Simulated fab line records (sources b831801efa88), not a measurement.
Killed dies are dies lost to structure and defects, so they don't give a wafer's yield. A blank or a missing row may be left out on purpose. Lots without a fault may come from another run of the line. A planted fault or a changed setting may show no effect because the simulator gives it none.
A struck lot beside a sound one -- flow sky130 -- 22 out of 708 route steps
Sound: wafers L572.3, L572.4, L572.6. Wafers struck: L568.2, L568.5, L568.6. The cause is given at the end.
Order at every step that has rows: each side's tool, ch and its chambers, its first start. Under that, the readings that differ: sound wafers -- struck wafers -- difference of the means -- sigmas: that difference in standard deviations of wafers without a fault.
alike: readings whose means differ by less than 2 such deviations, and words and numbers that are the same on both sides. not compared: withheld readings, readings that some wafer has no value for, bounds like >300 that may hide the same value, and numbers for which the record gives no deviation and whose values overlap.
Wherever a step has rows on one side only, a row that says differs or no value, or a row with sigmas, the two part there. When numbers do not overlap yet have no deviation, they are printed without sigmas and do not part them. Lack of a reading on every wafer of one side parts them only where that side has two or more wafers.

SKY_VIA4_RS_MEAS_19: uses a four-point probe to measure.
  sound: filmMetro-03 at day 47 01:01; struck: filmMetro-01 at day 46 01:59
  alike: VIA4_W_RS
SKY_VIA4_THK_MEAS_20: measures by xrf.
  sound: filmMetro-03 at day 47 01:07; struck: filmMetro-01 at day 46 02:05
reading,sound,struck,difference,sigmas
VIA4_W_THK (nm),502 509 504,524 517 521,+16,+2
then, 1 step without rows for these wafers: SKY_VIA4_CMP_21 (polishes, stops on SiO2, t overpolish 25 s, target thk 0 nm).
SKY_METAL5_SPUTTER_00: material Ti, target thk 15 nm, time 10 s.
  sound: pvdSputter-01 at day 47 01:27; struck: pvdSputter-02 at day 46 03:04
  alike: throttleValvePct
SKY_METAL5_SPUTTER_01: material TiN, target thk 20 nm, time 16.7 s.
  sound: pvdSputter-01 at day 47 01:28; struck: pvdSputter-02 at day 46 03:06
  alike: throttleValvePct
SKY_METAL5_SPUTTER_02: material AlCu, target thk 1150 nm, time 61.2 s.
  sound: pvdSputter-01 at day 47 01:29; struck: pvdSputter-02 at day 46 03:07
  alike: throttleValvePct
SKY_METAL5_SPUTTER_03: material Ti, target thk 5 nm, time 3.3 s.
  sound: pvdSputter-01 at day 47 01:33; struck: pvdSputter-02 at day 46 03:10
  alike: throttleValvePct
then, 1 step without rows for these wafers: SKY_METAL5_SPUTTER_04 (material TiN, target thk 70 nm, time 58.3 s).
SKY_METAL5_RS_MEAS_05: uses a four-point probe to measure.
  sound: filmMetro-03 at day 47 01:39; struck: filmMetro-02 at day 46 03:16
  alike: METAL5_ALCU_RS
SKY_METAL5_THK_MEAS_06: measures by xrf.
  sound: filmMetro-03 at day 47 01:45; struck: filmMetro-02 at day 46 03:22
  alike: METAL5_ALCU_THK
then, 2 steps without rows for these wafers: SKY_METAL5_DEHYDRATE_07 (time 60 s); SKY_METAL5_HMDS_08 (prime time 60 s).
SKY_METAL5_COAT_09: resist thk 1800 nm.
  sound on lithoTrack-01 ch 0, day 47 11:32; struck on lithoTrack-04 ch 0, day 46 12:58
reading,sound,struck,difference,sigmas
spinSpeedRpm (rpm),3001.1 3001.0 3000.4,2806.0 2806.6 2806.2,-194.6,-93
model.NOVOLAK_of_METAL5_COAT_09.thkNm (nm),1797 1797 1800,1862 1858 1856,+61,
  alike: chillPlateTempC
then, 4 steps without rows for these wafers: SKY_METAL5_SOFTBAKE_10 (time 60 s); SKY_METAL5_EXPOSE_11 (exposes mask MM5, target cd 1600 nm); SKY_METAL5_PEB_12; SKY_METAL5_DEVELOP_13 (develop time 60 s).
SKY_METAL5_DESCUM_14: chemistry O2, time 11 s.
  sound on rieMetal-02 ch 0,1, day 47 21:06; struck on rieMetal-03 ch 0,1, day 46 23:18
  alike: drypumpMotorCurrentA, oesProductAu
  not compared: rfHoursCounterH
SKY_METAL5_METAL_ETCH_15: etches the open film in Cl2/BCl3, stops on SiO2, target depth 1260 nm, time 252 s.
  sound on rieMetal-02 ch 0,1, day 47 21:12; struck on rieMetal-03 ch 0,1, day 46 23:20
reading,sound,struck,difference,sigmas
model.NOVOLAK_of_METAL5_COAT_09.thkNm (nm),1025 1027 1034,1094 1094 1089,+64,
  alike: drypumpMotorCurrentA, mfcCl2Sccm, oesProductAu, throttleValvePct
  not compared: rfHoursCounterH
SKY_METAL5_STRIP_16: strips in O2/N2.
  sound on plasmaAsher-01 ch 0,1, day 47 21:23; struck on plasmaAsher-01 ch 0,1, day 46 23:34
reading,sound,struck,difference,sigmas
stripTimeToEndpointS (s),12.94 12.98 13.07,13.73 13.75 13.68,+0.72,+9
  alike: drypumpMotorCurrentA, oesProductAu
  not compared: rfHoursCounterH
then, 1 step without rows for these wafers: SKY_METAL5_STRIP_17 (strips in post etch residue remover, time 1200 s).
SKY_PAD_OPEN_PROBE_99:
  sound: prober-01 at day 49 12:51; struck: prober-01 at day 48 16:22
  alike: defectLimitedYield, killed_at_M0_to_M3, killed_at_M4_up, killedAtContacts, killedAtFrontEnd, killedAtOther, killedDies, killedOpen, killedShort, sort_bin_3_pad_short, sort_bin_5_function, sort_bin_6_memory, sortNPass, sortYieldPct

WHERE THEY PART
Last at SKY_METAL5_STRIP_16 as far as this record goes, first at SKY_VIA4_THK_MEAS_20. Later steps at which nothing parts them and some readings are alike: SKY_PAD_OPEN_PROBE_99.

WHY: what had been put in by the simulator
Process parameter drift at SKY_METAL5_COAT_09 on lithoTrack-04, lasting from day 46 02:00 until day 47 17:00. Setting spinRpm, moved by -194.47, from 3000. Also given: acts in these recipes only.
